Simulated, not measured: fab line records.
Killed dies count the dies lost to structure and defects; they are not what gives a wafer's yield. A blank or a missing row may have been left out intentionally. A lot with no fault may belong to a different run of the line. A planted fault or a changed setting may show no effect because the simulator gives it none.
Comparing a struck lot with a sound one + flow sky130 + 19 out of 708 route steps
Sound: the wafers L649.2, L649.4, L649.6. Wafers struck: L659.2, L659.4, L659.6. Last of all comes the cause.
At each step with rows: each side's tool, then ch and its chambers, then its first start. Under that, the readings that differ: sound wafers + struck wafers + difference of the means + sigmas: that difference in standard deviations of wafers without a fault.
alike: a reading whose means differ by less than 2 such deviations, as well as words and numbers matching on both sides. not compared: withheld readings; readings where some wafer has no value; bounds like >300 that might hide an equal value; numbers whose values overlap and for which the record gives no deviation.
Wherever a step has rows on one side only, a row that says differs or no value, or a row with sigmas, the two part there. Non-overlapping numbers with no deviation appear without sigmas and do not part them. Lack of a reading on every wafer of one side parts them only where that side has two or more wafers.

first, 4 steps without rows for these wafers: SKY_VT_ADJUST_PCH_SOFTBAKE_03; SKY_VT_ADJUST_PCH_EXPOSE_04 (exposes mask NWM, target cd 840 nm); SKY_VT_ADJUST_PCH_PEB_05; SKY_VT_ADJUST_PCH_DEVELOP_06 (develop time 60 s).
SKY_VT_ADJUST_PCH_OVL_MEAS_07:
  struck on overlay-01, day 14 19:59; sound on overlay-01, day 11 15:38
| reading                | sound          | struck       | difference | sigmas |
|------------------------|----------------|--------------|------------|--------|
| VT_ADJUST_PCH_OVL (nm) | -2.6 -2.9 -3.4 | 0.2 0.7 -0.8 | +3.0       | +2     |
next, for these wafers, 1 step has no rows: SKY_VT_ADJUST_PCH_IMPLANT_08.
SKY_VT_ADJUST_PCH_STRIP_09: strips in O2/N2.
  sound on plasma asher-03 ch 0, day 11 15:49; struck on plasma asher-02 ch 0,1, day 14 20:10
  alike: chamber pressure mTorr, drypump motor current A, o2 flow sccm, oes product au, strip time to endpoint s
  not compared: rf hours counter h
SKY_VT_ADJUST_PCH_TW_MEAS_10:
  struck on film metro-02, day 14 20:16; sound on film metro-03, day 11 15:55
  alike: VT_ADJUST_PCH_TW
then, 4 steps without rows for these wafers: SKY_SONOS_TUNNEL_DEHYDRATE_00 (time 60 s); SKY_SONOS_TUNNEL_HMDS_01 (prime time 60 s); SKY_SONOS_TUNNEL_COAT_02 (resist thk 1140 nm); SKY_SONOS_TUNNEL_SOFTBAKE_03 (time 60 s).
SKY_SONOS_TUNNEL_EXPOSE_04: exposes mask TUNM, target cd 410 nm.
  sound on iline stepper-02 ch 0, day 12 04:23; struck on iline stepper-01 ch 0, day 15 10:20
| reading                              | sound             | struck            | difference | sigmas |
|--------------------------------------|-------------------|-------------------|------------|--------|
| model.SONOS_TUNNEL.overlay x nm (nm) | 1.299 1.299 1.299 | 170.3 170.3 170.3 | +169.0     |        |
  alike: mask, exposure dose mJ cm2
then, 2 steps without rows for these wafers: SKY_SONOS_TUNNEL_PEB_05; SKY_SONOS_TUNNEL_DEVELOP_06 (develop time 60 s).
SKY_SONOS_TUNNEL_CD_MEAS_07: the cd target is 410 nm.
  struck on cd sem-01, day 15 23:20; sound on cd sem-02, day 12 15:51
  alike: cd nm
SKY_SONOS_TUNNEL_OVL_MEAS_08:
  struck on overlay-01, day 15 23:27; sound on overlay-01, day 12 15:57
| reading               | sound       | struck            | difference | sigmas      |
|-----------------------|-------------|-------------------|------------|-------------|
| SONOS_TUNNEL_OVL (nm) | 2.1 0.6 0.1 | 165.6 166.0 168.1 | +165.6     | +99 or more |
next, for these wafers, 1 step has no rows: SKY_SONOS_TUNNEL_IMPLANT_09.
-- a jump in the record: the struck wafers' starts before and after are 33 days apart (it breaks off in module SONOS_TUNNEL and resumes in module PAD_OPEN, where the first step shown is number 708 of the route) --
SKY_PAD_OPEN_PROBE_99:
  struck on prober-01, day 49 00:41; sound on prober-01, day 46 11:58
| reading                                     | sound                   | struck                  | difference | sigmas |
|---------------------------------------------|-------------------------|-------------------------|------------|--------|
| killed at front end                         | 15 26 11                | 225 226 230             | +210       | +51    |
| killed dies                                 | 90 107 81               | 299 310 299             | +210       | +21    |
| killed on rim                               | 22 20 12                | 57 59 60                | +41        | +10    |
| model.etest.sonos erased.drive ua um        | 209.1 183.8 222.9       | 70.38 62.54 73.85       | -136.34    |        |
| model.etest.sonos uncharged.r on ohm um     | 792.4 803.7 799.2       | 742.4 733.7 735         | -61.4      |        |
| model.etest.sonos programmed.off log10 a um | -14.02 -14.14 -13.99    | -10.9 -10.49 -11.29     | +3.2       |        |
| model.etest.sonos erased.vt v (V)           | -2.454 -2.394 -2.409    | -0.9623 -0.9375 -0.9586 | +1.4662    |        |
| model.etest.sonos programmed.vt v (V)       | 1.626 1.639 1.6         | 1.327 1.316 1.36        | -0.287     |        |
| model.etest.sonos baked.vt v (V)            | 1.099 1.061 1.01        | 0.8067 0.8163 0.8023    | -0.2482    |        |
| model.etest.sonos uncharged.vt v (V)        | -0.4544 -0.4174 -0.4475 | -0.6652 -0.6557 -0.6655 | -0.2224    |        |
  alike: killed_at_M0_to_M3, killed_at_M4_up, killed at contacts, killed at other, killed open, killed short

WHERE THEY PART
Earliest at SKY_VT_ADJUST_PCH_OVL_MEAS_07; latest, in this record, at SKY_PAD_OPEN_PROBE_99.

WHY: what had been put in by the simulator
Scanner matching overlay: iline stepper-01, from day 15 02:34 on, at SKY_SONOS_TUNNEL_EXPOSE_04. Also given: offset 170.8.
